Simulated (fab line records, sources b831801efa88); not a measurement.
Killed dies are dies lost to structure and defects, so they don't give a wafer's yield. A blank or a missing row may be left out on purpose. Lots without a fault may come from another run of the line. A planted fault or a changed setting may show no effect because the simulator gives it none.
fab line records | flow sky130
record lots=6 wafers=18 last_day=50
route steps=708 shown LOCAL_INTERCONNECT@390 PAD_OPEN@708
lots that met no fault: from a run of the same line without faults
start_h: hours from the record's first day to the start of the lot's first wafer shown | wait_h: hours since the lot's step before | " the same as in the row above | L1.1+2: a row that stands for several wafers | - no value, or no start given | * or withheld: withheld | < > ~ a bound
route shown NAME@n: a module of which the file shows steps, and the number in the route of the first | usual: mean/standard deviation of fault-free wafers | same: alike in all rows | chamber/n: place in a boat | sites: the reading at each site | _std_site: their standard deviation | _edge_site: outer sites' mean less inner sites' | radius_mm: how far each site lies from the wafer's centre | mask NAME#n: copy n | behind: the tool/chamber that last shaped the wafer | hold: why the lot was held/for how many hours/how that ended | device: the transistor (n, p or np) that didn't switch | end of line: the same wafers' tests at the end of the route | a step without rows: its recipe alone | killed: dies lost to structure and defects at the first sort, not the wafer's yield | map: a wafer's dies, x killed, . not, _ none there
set.NAME: the setting as run; set.NAME@STEP: as run at that earlier step | model.NAME: the simulator's own value behind a step, which no gauge read
lots at some steps of the route; a table a step, a row a wafer
services: from which hour (start_h, from the record's first day; less than 0 if before it) a tool's chamber was out of use, for how many hours, and why
## steps
# step SKY_LOCAL_INTERCONNECT_DEHYDRATE_03
# recipe temp_c=200 time_s=60
# step SKY_LOCAL_INTERCONNECT_HMDS_04
# recipe prime_time_s=60 prime_temp_c=120
# step SKY_LOCAL_INTERCONNECT_COAT_05
# recipe resist=BARC temp_c=withheld time_s=withheld spin_rpm=3000 resist_thk_nm=60
# step SKY_LOCAL_INTERCONNECT_COAT_06
# recipe resist=KrF-thick spin_rpm=3000 resist_thk_nm=450
# step SKY_LOCAL_INTERCONNECT_SOFTBAKE_07
# recipe temp_c=100 time_s=90 resist=KrF-thick
# step SKY_LOCAL_INTERCONNECT_EXPOSE_08
# recipe mask_id=LI1M na=0.8 source_shape=annular sigma_inner=0.55 sigma_outer=0.85 target_cd_nm=170 dose_mj=28
# step SKY_LOCAL_INTERCONNECT_PEB_09
# recipe peb_temp_c=withheld peb_time_s=withheld resist=KrF-thick
# step SKY_LOCAL_INTERCONNECT_DEVELOP_10
# recipe develop_time_s=60 resist=KrF-thick dev_temp_c=21
# step SKY_LOCAL_INTERCONNECT_CD_MEAS_11
# recipe target_cd_nm=170
# usual cd_nm=170.0/1.5
# columns lot.wafer tool chamber start_h wait_h cd_nm
L615.3 cd_sem-01 - 787.18 - 168.9
L615.4 " - " " 167.6
L615.6 " - " " 167.6
L613.3 cd_sem-01 - 788.98 - 167.0
L613.5 " - " " 167.8
L613.6 " - " " 168.3
L624.1 cd_sem-01 - 840.94 - 171.5
L624.3 " - " " 171.7
L624.6 " - " " 171.8
L627.2 cd_sem-01 - 864.13 - 170.6
L627.3 " - " " 170.2
L627.6 " - " " 169.1
L628.4 cd_sem-02 - 874.85 - 169.0
L628.5 " - " " 170.0
L628.6 " - " " 169.8
L629.2 cd_sem-02 - 876.33 - 170.0
L629.3 " - " " 169.0
L629.6 " - " " 168.2
# step SKY_LOCAL_INTERCONNECT_OVL_MEAS_12
# usual LOCAL_INTERCONNECT_OVL=1/4.8
# columns lot.wafer tool chamber start_h wait_h LOCAL_INTERCONNECT_OVL[nm]
L615.3 overlay-02 - 787.28 0.1 1
L615.4 " - " " 1
L615.6 " - " " -1
L613.3 overlay-02 - 789.07 0.1 -2
L613.5 " - " " 3
L613.6 " - " " 3
L624.1 overlay-01 - 841.06 0.1 13
L624.3 " - " " 13
L624.6 " - " " 7
L627.2 overlay-02 - 864.24 0.1 1
L627.3 " - " " 2
L627.6 " - " " 2
L628.4 overlay-02 - 874.93 0.1 2
L628.5 " - " " 2
L628.6 " - " " 6
L629.2 overlay-01 - 876.44 0.1 5
L629.3 " - " " -1
L629.6 " - " " -5
# step SKY_LOCAL_INTERCONNECT_ETCH_13
# recipe chemistry=N2/H2 target=BARC ion_energy_ev=200 bias_w=100 pressure_mtorr=30 n2_flow_sccm=100 h2_flow_sccm=200 icp_w=500 stop_on=SiO2 time_s=45.9 target_depth_a=600
# usual drypump_motor_current_A=5.8/0.46 he_backside_leak_sccm=3.4/0.34 oes_product_au=0.855/0.0047 throttle_valve_pct=13.224/0.0086
# columns lot.wafer tool chamber start_h wait_h drypump_motor_current_A he_backside_leak_sccm oes_product_au rf_hours_counter_h throttle_valve_pct
L615.3 rie_metal-01 0 787.32 0.0 6.3 2.8 0.853 - 13.225
L615.4 " 1 " " 6.6 3.1 0.853 - 13.220
L615.6 " 0 " " 6.4 3.0 0.862 - 13.226
L613.3 rie_metal-03 0 789.14 0.1 5.7 3.3 0.850 - 13.219
L613.5 " 0 " " 5.7 3.3 0.857 - 13.228
L613.6 " 0 " " 5.7 3.4 0.855 - 13.226
L624.1 rie_metal-03 1 841.10 0.0 5.5 3.3 0.858 2 13.231
L624.3 " 1 " " 5.5 3.4 0.853 - 13.231
L624.6 " 1 " " 5.5 3.4 0.854 - 13.230
L627.2 rie_metal-03 1 864.27 0.0 5.6 3.6 0.858 3 13.233
L627.3 " 0 " " 5.7 3.7 0.857 - 13.228
L627.6 " 0 " " 5.7 3.5 0.853 - 13.239
L628.4 rie_metal-03 1 874.97 0.0 5.6 3.4 0.849 - 13.244
L628.5 " 0 " " 5.7 3.7 0.854 - 13.223
L628.6 " 1 " " 5.5 3.4 0.846 - 13.224
L629.2 rie_metal-04 0 876.47 0.0 6.4 3.3 0.855 14 13.230
L629.3 " 1 " " 5.2 4.1 0.854 - 13.218
L629.6 " 1 " " 5.2 3.6 0.854 - 13.233
# step SKY_LOCAL_INTERCONNECT_METAL_ETCH_14
# recipe target_depth_nm=110 stop_on=PSG chemistry=Cl2/BCl3 target=TiN resist_sidewall_deg=88 pressure_mtorr=10 icp_w=900 bias_w=48.5 Cl2_flow_sccm=60 bcl3_flow_sccm=30 time_s=31.4
# usual drypump_motor_current_A=5.8/0.47 he_backside_leak_sccm=3.38/0.27 oes_product_au=0.943/0.0067 throttle_valve_pct=21.900/0.0096
# columns lot.wafer tool chamber start_h wait_h drypump_motor_current_A he_backside_leak_sccm oes_product_au rf_hours_counter_h throttle_valve_pct
L615.3 rie_metal-01 0 787.38 0.0 6.4 3.04 0.938 - 21.894
L615.4 " 1 " " 6.6 2.98 0.936 - 21.909
L615.6 " 0 " " 6.4 3.00 0.943 - 21.888
L613.3 rie_metal-03 0 789.26 0.1 5.7 3.50 0.941 - 21.899
L613.5 " 0 " " 5.7 3.61 0.938 - 21.913
L613.6 " 0 " " 5.6 3.57 0.942 - 21.893
L624.1 rie_metal-03 1 841.23 0.1 5.5 3.41 0.942 2 21.906
L624.3 " 1 " " 5.5 3.43 0.937 - 21.890
L624.6 " 1 " " 5.5 3.31 0.945 - 21.906
L627.2 rie_metal-03 1 864.33 0.0 5.5 3.40 0.940 3 21.898
L627.3 " 0 " " 5.7 3.48 0.945 - 21.876
L627.6 " 0 " " 5.7 3.45 0.945 - 21.897
L628.4 rie_metal-03 1 875.03 0.0 5.5 3.38 0.949 - 21.900
L628.5 " 0 " " 5.7 3.56 0.930 - 21.896
L628.6 " 1 " " 5.5 3.44 0.937 - 21.888
L629.2 rie_metal-04 0 876.53 0.0 6.3 3.08 0.953 14 21.884
L629.3 " 1 " " 5.2 3.44 0.949 - 21.887
L629.6 " 1 " " 5.2 3.50 0.946 - 21.886
# step SKY_LOCAL_INTERCONNECT_STRIP_15
# recipe chemistry=O2/N2 power_w=1400 pressure_mtorr=1500 platen_temp_c=withheld o2_flow_sccm=3000 n2_flow_sccm=300 overash_fraction=0.5
# usual chamber_pressure_mTorr=1500.0/1.5 drypump_motor_current_A=5.4/0.55 oes_product_au=0.427/0.0044 strip_time_to_endpoint_s=4.728/0.022
# columns lot.wafer tool chamber start_h wait_h chamber_pressure_mTorr drypump_motor_current_A oes_product_au rf_hours_counter_h strip_time_to_endpoint_s model.KrF-thick_of_LOCAL_INTERCONNECT_COAT_06.thk_nm
L615.3 plasma_asher-02 0 787.45 0.1 - - - - - 348.7
L615.4 " 1 " " - - - - - 349.7
L615.6 " 0 " " - - - - - 348.8
L613.3 plasma_asher-01 1 789.36 0.1 - - - - - 350.1
L613.5 " 1 " " - - - - - 350.3
L613.6 " 0 " " - - - - - 350.8
L624.1 plasma_asher-01 1 841.33 0.1 1501.8 6.0 0.434 70 4.715 0
L624.3 " 0 " " 1498.5 5.3 0.423 - 4.711 0
L624.6 " 0 " " 1499.4 5.3 0.422 - 4.702 0
L627.2 plasma_asher-04 1 864.38 0.0 1502.1 4.7 0.420 105 4.767 0
L627.3 " 0 " " 1498.8 5.0 0.424 - 4.743 0
L627.6 " 1 " " 1500.8 4.7 0.426 - 4.753 0
L628.4 plasma_asher-04 1 875.09 0.1 1502.0 4.7 0.428 - 4.730 0
L628.5 " 0 " " 1497.1 5.0 0.426 - 4.703 0
L628.6 " 1 " " 1500.3 4.7 0.428 - 4.702 0
L629.2 plasma_asher-01 1 876.58 0.0 1501.0 6.1 0.430 74 4.744 0
L629.3 " 0 " " 1501.9 5.3 0.431 - 4.751 0
L629.6 " 1 " " 1498.5 6.0 0.426 - 4.753 0
# step SKY_LOCAL_INTERCONNECT_STRIP_16
# recipe chemistry=post_etch_residue_remover time_s=1200 temp_c=72.5
# step SKY_PAD_OPEN_PROBE_99
# usual killed_at_M0_to_M3=44/7 killed_at_M4_up=3.0/2 killed_at_contacts=24/5.3 killed_at_front_end=15/4 killed_at_other=0.2/0.41 killed_dies=87/9.1 killed_on_rim=17/3.5 killed_open=49/7.3 killed_short=38/5.9
# same gross_dies=492 killed_at_back_side=0
# columns lot.wafer tool chamber start_h wait_h killed_at_M0_to_M3 killed_at_M4_up killed_at_contacts killed_at_front_end killed_at_other killed_dies killed_on_rim killed_open killed_short
L615.3 prober-01 - 1137.07 0.2 44 3 431 14 0 492 96 45 44
L615.4 prober-01 - 1137.12 0.2 35 4 437 16 0 492 96 39 36
L615.6 prober-01 - 1137.22 0.2 49 3 430 10 0 492 96 59 34
L613.3 prober-02 - 1138.07 0.2 34 2 439 17 0 492 96 44 30
L613.5 prober-02 - 1138.17 0.2 44 3 435 10 0 492 96 45 45
L613.6 prober-02 - 1138.22 0.2 38 2 431 21 0 492 96 61 28
L624.1 prober-02 - 1175.30 0.1 53 1 24 13 0 91 13 50 41
L624.3 prober-02 - 1175.40 0.2 47 3 32 20 0 102 14 59 43
L624.6 prober-02 - 1175.55 0.2 54 1 21 14 0 90 13 51 39
L627.2 prober-02 - 1189.56 0.1 36 5 25 11 1 78 18 39 39
L627.3 prober-02 - 1189.61 0.2 43 7 17 22 0 89 19 50 39
L627.6 prober-02 - 1189.76 0.2 54 2 26 15 0 97 15 56 41
L628.4 prober-01 - 1196.71 0.2 38 4 21 20 0 83 11 40 43
L628.5 prober-01 - 1196.76 0.2 43 3 21 15 0 82 22 45 37
L628.6 prober-01 - 1196.81 0.2 46 1 21 19 0 87 20 45 42
L629.2 prober-02 - 1197.44 0.1 49 2 31 18 0 100 14 65 35
L629.3 prober-02 - 1197.49 0.2 31 0 17 20 0 68 15 35 33
L629.6 prober-02 - 1197.64 0.2 41 1 22 15 0 79 18 44 35
# killed by level:class
L615.3 CONTACT:area_cvd=403 LI_CONTACT:geometric_particle:short=8 VIA1:geometric_particle:open=8 CONTACT:geometric_particle:open=7 VIA3:geometric_particle:open=7 VIA2:geometric_particle:open=6 VIA3:geometric_particle:short=6 FIELD_ISO:geometric_particle:open=5
L615.4 CONTACT:area_cvd=417 LI_CONTACT:geometric_particle:open=9 SPACER:geometric_particle:short=6 METAL2:geometric_particle:short=6 VIA3:geometric_particle:open=6 CONTACT:geometric_particle:open=5 VIA2:geometric_particle:open=5 VIA1:geometric_particle:open=5
L615.6 CONTACT:area_cvd=399 CONTACT:geometric_particle:open=14 VIA1:geometric_particle:open=13 LI_CONTACT:geometric_particle:open=10 VIA3:geometric_particle:open=7 METAL1:geometric_particle:short=6 VIA1:geometric_particle:short=6 VIA2:geometric_particle:open=6
L613.3 CONTACT:area_cvd=418 VIA1:geometric_particle:open=14 CONTACT:geometric_particle:open=10 POLY_GATE:geometric_particle:open=6 CONTACT:geometric_particle:short=6 POLY_GATE:geometric_particle:short=5 METAL2:geometric_particle:short=4 VIA2:geometric_particle:open=4
L613.5 CONTACT:area_cvd=402 CONTACT:geometric_particle:open=15 VIA1:geometric_particle:open=9 LI_CONTACT:geometric_particle:short=6 VIA1:geometric_particle:short=6 LI_CONTACT:geometric_particle:open=5 VIA3:geometric_particle:short=5 METAL2:geometric_particle:short=5
L613.6 CONTACT:area_cvd=403 CONTACT:geometric_particle:open=16 VIA1:geometric_particle:open=11 FIELD_ISO:geometric_particle:open=8 LI_CONTACT:geometric_particle:open=6 VIA3:geometric_particle:open=5 VIA2:geometric_particle:open=5 POLY_GATE:geometric_particle:open=4
L624.1 VIA1:geometric_particle:open=11 CONTACT:geometric_particle:open=9 VIA2:geometric_particle:open=9 LOCAL_INTERCONNECT:geometric_particle:short=7 VIA1:geometric_particle:short=7 VIA2:geometric_particle:short=6 FIELD_ISO:geometric_particle:open=4 VIA3:geometric_particle:open=4
L624.3 LI_CONTACT:geometric_particle:open=12 VIA2:geometric_particle:open=11 VIA1:geometric_particle:open=8 CONTACT:geometric_particle:open=7 POLY_GATE:geometric_particle:open=6 VIA3:geometric_particle:open=6 METAL1:geometric_particle:short=6 CONTACT:geometric_particle:short=5
L624.6 VIA1:geometric_particle:open=15 LI_CONTACT:geometric_particle:open=8 METAL2:geometric_particle:short=7 VIA2:geometric_particle:open=7 CONTACT:geometric_particle:open=6 POLY_GATE:geometric_particle:open=5 VIA3:geometric_particle:open=5 POLY_GATE:geometric_particle:short=4
L627.2 CONTACT:geometric_particle:short=8 FIELD_ISO:geometric_particle:open=6 LOCAL_INTERCONNECT:geometric_particle:short=6 CONTACT:geometric_particle:open=6 METAL1:geometric_particle:short=6 VIA1:geometric_particle:open=6 VIA1:geometric_particle:short=5 VIA2:geometric_particle:open=5
L627.3 VIA1:geometric_particle:open=13 CONTACT:geometric_particle:open=8 POLY_GATE:geometric_particle:open=7 METAL1:geometric_particle:short=6 VIA1:geometric_particle:short=6 VIA3:geometric_particle:open=6 FIELD_ISO:geometric_particle:short=5 CONTACT:geometric_particle:short=5
L627.6 VIA1:geometric_particle:open=12 CONTACT:geometric_particle:open=11 METAL2:geometric_particle:short=10 VIA3:geometric_particle:open=8 LI_CONTACT:geometric_particle:open=8 VIA1:geometric_particle:short=8 POLY_GATE:geometric_particle:open=4 CONTACT:geometric_particle:short=4
L628.4 VIA1:geometric_particle:open=10 FIELD_ISO:geometric_particle:short=6 POLY_GATE:geometric_particle:short=6 VIA3:geometric_particle:open=6 CONTACT:geometric_particle:open=5 VIA2:geometric_particle:open=5 LI_CONTACT:geometric_particle:short=4 LI_CONTACT:geometric_particle:open=4
L628.5 VIA1:geometric_particle:open=7 VIA1:geometric_particle:short=7 LI_CONTACT:geometric_particle:open=6 CONTACT:geometric_particle:open=6 FIELD_ISO:geometric_particle:short=5 FIELD_ISO:geometric_particle:open=5 VIA3:geometric_particle:open=5 METAL3:geometric_particle:short=4
L628.6 VIA3:geometric_particle:open=9 FIELD_ISO:geometric_particle:open=8 LI_CONTACT:geometric_particle:open=7 METAL2:geometric_particle:short=7 VIA2:geometric_particle:open=7 FIELD_ISO:geometric_particle:short=5 METAL1:geometric_particle:short=5 METAL3:geometric_particle:short=4
L629.2 CONTACT:geometric_particle:open=15 VIA1:geometric_particle:open=14 FIELD_ISO:geometric_particle:short=7 VIA2:geometric_particle:open=7 VIA3:geometric_particle:open=6 FIELD_ISO:geometric_particle:open=5 LI_CONTACT:geometric_particle:open=5 LOCAL_INTERCONNECT:geometric_particle:short=5
L629.3 POLY_GATE:geometric_particle:short=9 VIA1:geometric_particle:open=9 LI_CONTACT:geometric_particle:open=8 POLY_GATE:geometric_particle:open=5 CONTACT:geometric_particle:open=4 VIA1:geometric_particle:short=4 FIELD_ISO:geometric_particle:short=3 METAL2:geometric_particle:short=3
L629.6 CONTACT:geometric_particle:open=12 VIA1:geometric_particle:open=10 VIA3:geometric_particle:open=9 METAL2:geometric_particle:short=7 POLY_GATE:geometric_particle:short=6 FIELD_ISO:geometric_particle:short=4 LOCAL_INTERCONNECT:geometric_particle:short=4 VIA2:geometric_particle:open=4
# map L613.3 (x killed, . not)
__________xxxxxxxxxx_________
________xxxxxxxxxxxxxx_______
______xxxxxxxxxxxxxxxxxx_____
_____xxxxxxxxxxxxxxxxxxxx____
____xxxxxxxxxxxxxxxxxxxxxx___
___xxxxxxxxxxxxxxxxxxxxxxxx__
__xxxxxxxxxxxxxxxxxxxxxxxxxx_
_xxxxxxxxxxxxxxxxxxxxxxxxxxxx
_xxxxxxxxxxxxxxxxxxxxxxxxxxxx
_xxxxxxxxxxxxxxxxxxxxxxxxxxxx
_xxxxxxxxxxxxxxxxxxxxxxxxxxxx
_xxxxxxxxxxxxxxxxxxxxxxxxxxxx
_xxxxxxxxxxxxxxxxxxxxxxxxxxxx
_xxxxxxxxxxxxxxxxxxxxxxxxxxxx
_xxxxxxxxxxxxxxxxxxxxxxxxxxxx
__xxxxxxxxxxxxxxxxxxxxxxxxxx_
___xxxxxxxxxxxxxxxxxxxxxxxx__
____xxxxxxxxxxxxxxxxxxxxxx___
_____xxxxxxxxxxxxxxxxxxxx____
______xxxxxxxxxxxxxxxxxx_____
________xxxxxxxxxxxxxx_______
__________xxxxxxxxxx_________
# map L615.3 (x killed, . not)
__________xxxxxxxxxx_________
________xxxxxxxxxxxxxx_______
______xxxxxxxxxxxxxxxxxx_____
_____xxxxxxxxxxxxxxxxxxxx____
____xxxxxxxxxxxxxxxxxxxxxx___
___xxxxxxxxxxxxxxxxxxxxxxxx__
__xxxxxxxxxxxxxxxxxxxxxxxxxx_
_xxxxxxxxxxxxxxxxxxxxxxxxxxxx
_xxxxxxxxxxxxxxxxxxxxxxxxxxxx
_xxxxxxxxxxxxxxxxxxxxxxxxxxxx
_xxxxxxxxxxxxxxxxxxxxxxxxxxxx
_xxxxxxxxxxxxxxxxxxxxxxxxxxxx
_xxxxxxxxxxxxxxxxxxxxxxxxxxxx
_xxxxxxxxxxxxxxxxxxxxxxxxxxxx
_xxxxxxxxxxxxxxxxxxxxxxxxxxxx
__xxxxxxxxxxxxxxxxxxxxxxxxxx_
___xxxxxxxxxxxxxxxxxxxxxxxx__
____xxxxxxxxxxxxxxxxxxxxxx___
_____xxxxxxxxxxxxxxxxxxxx____
______xxxxxxxxxxxxxxxxxx_____
________xxxxxxxxxxxxxx_______
__________xxxxxxxxxx_________
## services
# columns tool chamber start_h hours kind
rie_metal-03 - 773.45 2.8 pm
rie_metal-03 1 777.60 - clean
rie_metal-03 1 777.60 26.1 scheduled_down
rie_metal-03 1 777.60 26.1 vent_cycle
plasma_asher-02 - 781.15 2.8 pm
rie_metal-04 1 802.07 - clean
rie_metal-04 1 802.07 19.5 scheduled_down
rie_metal-04 1 802.07 19.5 vent_cycle
rie_metal-03 0 806.37 44.3 repair
rie_metal-01 0 844.67 9.1 repair
plasma_asher-02 - 853.60 1.0 repair
## key
first_sign step=SKY_LOCAL_INTERCONNECT_STRIP_15 reading=tool_record direction=missing
effect step=SKY_PAD_OPEN_PROBE_99 reading=killed_at_contacts direction=up sigmas=77 usual=24 struck=434
model_effect step=SKY_LOCAL_INTERCONNECT_STRIP_15 value=KrF-thick_of_LOCAL_INTERCONNECT_COAT_06.thk_nm without=0 struck=349.8
more_kills_born_at SKY_CONTACT_CVD_00@pecvd-03=1223 SKY_CONTACT_CVD_00@pecvd-02=1219
met_at SKY_LOCAL_INTERCONNECT_STRIP_15
struck_wafers L613.3,L613.5,L613.6,L615.3,L615.4,L615.6
later_rows_left_out L613.3,L613.5,L613.6,L615.3,L615.4,L615.6
tester_left_out L613,L615
fault kind=skipped_step_whole tool=plasma_asher-01,plasma_asher-02 chamber=- onset_h=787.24 steps=SKY_LOCAL_INTERCONNECT_STRIP_15 scope=struck_lots_only
# tester_left_out: of these lots the tester's yield and bins aren't shown, on N5 and GAA mostly nor the transistor test; their killed dies are dies lost to structure and defects alone, not to doping, threshold or leakage, so they don't give the yield
# later_rows_left_out: the simulator's readings of these wafers behind a module that went badly wrong aren't trusted and aren't shown, but for the sort
